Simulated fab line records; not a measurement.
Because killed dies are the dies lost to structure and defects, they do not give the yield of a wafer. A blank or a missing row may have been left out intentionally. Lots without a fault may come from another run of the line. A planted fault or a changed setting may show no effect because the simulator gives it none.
Comparing a struck lot with a sound one || flow sky130 || 16 steps out of a route of 708
Sound: wafers L825.1, L825.5, L825.6. The struck wafers were L832.2, L832.5, L832.6. At the end, the cause is stated.
Order at every step that has rows: each side's tool, ch and its chambers, its first start. Under that, the readings that differ: sound wafers || struck wafers || difference of the means || sigmas: that difference in standard deviations of wafers without a fault.
alike: a reading whose means differ by less than 2 such deviations, as well as words and numbers matching on both sides. not compared: withheld readings; readings where some wafer has no value; bounds like >300 that might hide an equal value; numbers whose values overlap and for which the record gives no deviation.
A row with sigmas, a row that says differs or no value, or rows on one side alone: a step with any of these is where the two part. Non-overlapping numbers with no deviation appear without sigmas and do not part them. A reading that every wafer of one side lacks parts them only if that side has two wafers or more.

first, 3 steps without rows for these wafers: SKY_VIA2_EXPOSE_09 (exposes mask VIM2, target cd 200 nm); SKY_VIA2_PEB_10; SKY_VIA2_DEVELOP_11 (develop time 60 s).
SKY_VIA2_CD_MEAS_12: the cd target is 200 nm.
  sound on cd_sem-02 at day 39 21:18; struck on cd_sem-01 at day 41 17:17
  alike: cd_nm
SKY_VIA2_OVL_MEAS_13:
  sound on overlay-01 at day 39 21:25; struck on overlay-01 at day 41 17:23
  alike: VIA2_OVL
SKY_VIA2_ETCH_14: etches BARC in N2/H2, stops on SiO2, time 45.9 s, target depth 60 nm.
  sound on rie_diel-03 ch 0,2,3, day 39 21:27; struck on rie_diel-04 ch 0,1,2, day 41 17:25
  alike: drypump_motor_current_A, oes_product_au, throttle_valve_pct
  not compared: rf_hours_counter_h
SKY_VIA2_ETCH_15: etches SiO2 in C4F8/O2/Ar, stops on TiN, target depth 546 nm, time 84 s.
  sound on rie_diel-03 ch 0,2,3, day 39 21:30; struck on rie_diel-04 ch 0,1,2, day 41 17:28
  alike: oes_product_au
  not compared: rf_hours_counter_h
SKY_VIA2_STRIP_16: strips in O2/N2.
  sound on plasma_asher-03 ch 0,1, day 39 21:34; struck on plasma_asher-03 ch 0,1, day 41 17:31
  alike: drypump_motor_current_A, oes_product_au, strip_time_to_endpoint_s
  not compared: rf_hours_counter_h
then, 3 steps without rows for these wafers: SKY_VIA2_STRIP_17 (strips in post etch residue remover, time 1200 s); SKY_VIA2_CLEAN_18 (cleans in IPA, time 180 s); SKY_VIA2_CLEAN_19 (cleans in O3/DIW).
SKY_VIA2_SPUTTER_20: material TiN, target thk 20 nm, time 80 s.
  sound on pvd_sputter-04 at day 39 22:16; struck on pvd_sputter-01 at day 41 18:07
  alike: throttle_valve_pct
SKY_VIA2_CVD_21: deposits W, target thk 420 nm, time 126.4 s.
  sound on cvd_w-02 ch 0,1, day 39 22:19; struck on cvd_w-02 ch 0,1, day 41 18:10
{"reading": "chamber_pressure_Torr (Torr)", "sound": "39.95 39.94 40.22", "struck": "35.74 35.59 35.67", "difference": -4.37, "sigmas": -49}
{"reading": "model.W_of_VIA2_CVD_21.thk_nm (nm)", "sound": "415.4 424.1 429.7", "struck": "398.6 408 393.7", "difference": -23.0, "sigmas": ""}
  alike: heater_power_w
SKY_VIA2_RS_MEAS_22: the measuring method here is four-point-probe.
  sound on film_metro-01 at day 39 22:27; struck on film_metro-01 at day 41 18:19
{"reading": "VIA2_W_RS (ohm/sq)", "sound": "0.276 0.270 0.267", "struck": "0.287 0.281 0.291", "difference": "+0.015", "sigmas": "+3"}
SKY_VIA2_THK_MEAS_23: measures by xrf.
  sound on film_metro-01 at day 39 22:34; struck on film_metro-01 at day 41 18:26
{"reading": "VIA2_W_THK (nm)", "sound": "399 406 410", "struck": "382 388 376", "difference": -23, "sigmas": -3}
-- the record jumps here: 8 days lie between the struck wafers' starts before and after (it left off in module VIA2 and takes up again in module PAD_OPEN, whose first step shown is number 708 of the route) --
SKY_PAD_OPEN_PROBE_99:
  sound on prober-02 at day 48 14:46; struck on prober-01 at day 50 01:23
  alike: defect_limited_yield, killed_at_M0_to_M3, killed_at_M4_up, killed_at_contacts, killed_at_front_end, killed_at_other, killed_dies, killed_open, killed_short, sort_bin_3_pad_short, sort_bin_5_function, sort_bin_6_memory, sort_n_pass, sort_yield_pct

## WHERE THEY PART
Earliest at SKY_VIA2_CVD_21; latest, in this record, at SKY_VIA2_THK_MEAS_23. Later steps at which nothing parts them and some readings are alike: SKY_PAD_OPEN_PROBE_99.

WHY: what the simulator had put in
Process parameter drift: cvd_w-02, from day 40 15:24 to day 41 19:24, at SKY_VIA2_CVD_21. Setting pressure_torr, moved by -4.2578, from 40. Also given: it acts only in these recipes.
